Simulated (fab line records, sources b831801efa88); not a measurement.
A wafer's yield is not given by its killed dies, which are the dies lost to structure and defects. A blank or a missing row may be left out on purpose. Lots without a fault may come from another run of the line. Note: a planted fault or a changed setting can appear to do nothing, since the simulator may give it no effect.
Comparing a struck lot with a sound one ; flow sfqLine ; 14 out of 325 route steps
Sound: wafers L801.1, L801.2, L801.4. The struck wafers were L807.1, L807.2, L807.3. Last of all comes the cause.
Per side, at each step with rows, come the tool, then ch with its chambers, and then its first start. Under that, the readings that differ: sound wafers ; struck wafers ; difference of the means ; sigmas: that difference in standard deviations of wafers without a fault.
alike: a reading whose means differ by less than 2 such deviations, as well as words and numbers matching on both sides. not compared: withheld readings; readings where some wafer has no value; bounds like >300 that might hide an equal value; numbers whose values overlap and for which the record gives no deviation.
A row with sigmas, a row that says differs or no value, or rows on one side alone: a step with any of these is where the two part. When numbers do not overlap yet have no deviation, they are printed without sigmas and do not part them. Lack of a reading on every wafer of one side parts them only where that side has two or more wafers.

SFQ_INCOMING_BOW_MEAS_900:
  sound on filmMetro-04, day 2 21:00; struck on filmMetro-01, day 4 03:00
  alike: INCOMING_BOW
then, 1 step without rows for these wafers: SFQ_TRILAYER_INCOMING_OXIDATION_002 (target thk 500 nm, ox time 4939 s).
SFQ_TRILAYER_L0_DEP_SPUTTER_003: material MoNx KI, target thk 40 nm, time 100 s.
  sound on pvdSputter-04, day 2 23:29; struck on pvdSputter-05, day 4 05:44
  alike: basePressurePa, throttleValvePct
SFQ_L0_RS_MEAS_901: a four-point-probe measurement.
  sound on filmMetro-03, day 2 23:34; struck on filmMetro-02, day 4 05:48
reading;sound;struck;difference;sigmas
L0_MONX_KI_RS (ohm/sq);43.0 43.3 43.0;21.8 21.9 22.1;-21.2;-57
SFQ_L0_THK_MEAS_902: measures by xrf.
  sound on filmMetro-03, day 2 23:41; struck on filmMetro-02, day 4 05:55
reading;sound;struck;difference;sigmas
L0_MONX_KI_THK (nm);39.7 39.3 39.9;78.6 78.5 77.7;+38.6;+99 or more
then, 6 steps without rows for these wafers: SFQ_TRILAYER_L0_LITHO_COAT_010 (resist thk 62 nm); SFQ_TRILAYER_L0_LITHO_COAT_005 (resist thk 600 nm); SFQ_TRILAYER_L0_LITHO_SOFTBAKE_009; SFQ_TRILAYER_L0_LITHO_EXPOSE_006 (exposes mask L0, target cd 2000 nm); SFQ_TRILAYER_L0_LITHO_PEB_008 (peb time 60 s); SFQ_TRILAYER_L0_LITHO_DEVELOP_007 (time 60 s).
-- the record jumps here: 3 days lie between the struck wafers' starts before and after --
SFQ_TRILAYER_L0_BARC_OPEN_METAL_ETCH_010: etches BARC in O2, target depth 125 nm, time 41.7 s.
  sound on rieMetal-04 ch 0,1, day 6 03:48; struck on rieMetal-01 ch 0,1, day 7 10:34
  alike: drypumpMotorCurrentA, oesProductAu
  not compared: rfHoursCounterH
SFQ_TRILAYER_L0_ETCH_METAL_ETCH_008: etches MoNx KI in SF6/O2, stops on SiO2, target depth 50 nm, time 25 s.
  sound on rieMetal-04 ch 0,1, day 6 03:52; struck on rieMetal-01 ch 0,1, day 7 10:37
reading;sound;struck;difference;sigmas
oesProductAu (a.u.);0.875 0.878 0.881;1.001 0.998 1.002;+0.122;+18
model.L0.featureDepthNm (nm);40.48 40.12 40.44;49.72 50.19 50.41;+9.76;
model.etch.depthNm (nm);40.48 40.12 40.44;49.72 50.19 50.41;+9.76;
  alike: drypumpMotorCurrentA
  not compared: rfHoursCounterH
SFQ_TRILAYER_L0_STRIP_STRIP_009: strips in O2.
  sound on rieMetal-04 ch 0,1, day 6 03:55; struck on rieMetal-01 ch 0,1, day 7 10:40
reading;sound;struck;difference;sigmas
oesProductAu (a.u.);0.977 0.996 0.989;0.999 1.012 1.002;+0.017;+2
  alike: drypumpMotorCurrentA
  not compared: rfHoursCounterH

## WHERE THEY PART
Last at SFQ_TRILAYER_L0_STRIP_STRIP_009 as far as this record goes, first at SFQ_L0_RS_MEAS_901.

WHY: whatever the simulator had introduced
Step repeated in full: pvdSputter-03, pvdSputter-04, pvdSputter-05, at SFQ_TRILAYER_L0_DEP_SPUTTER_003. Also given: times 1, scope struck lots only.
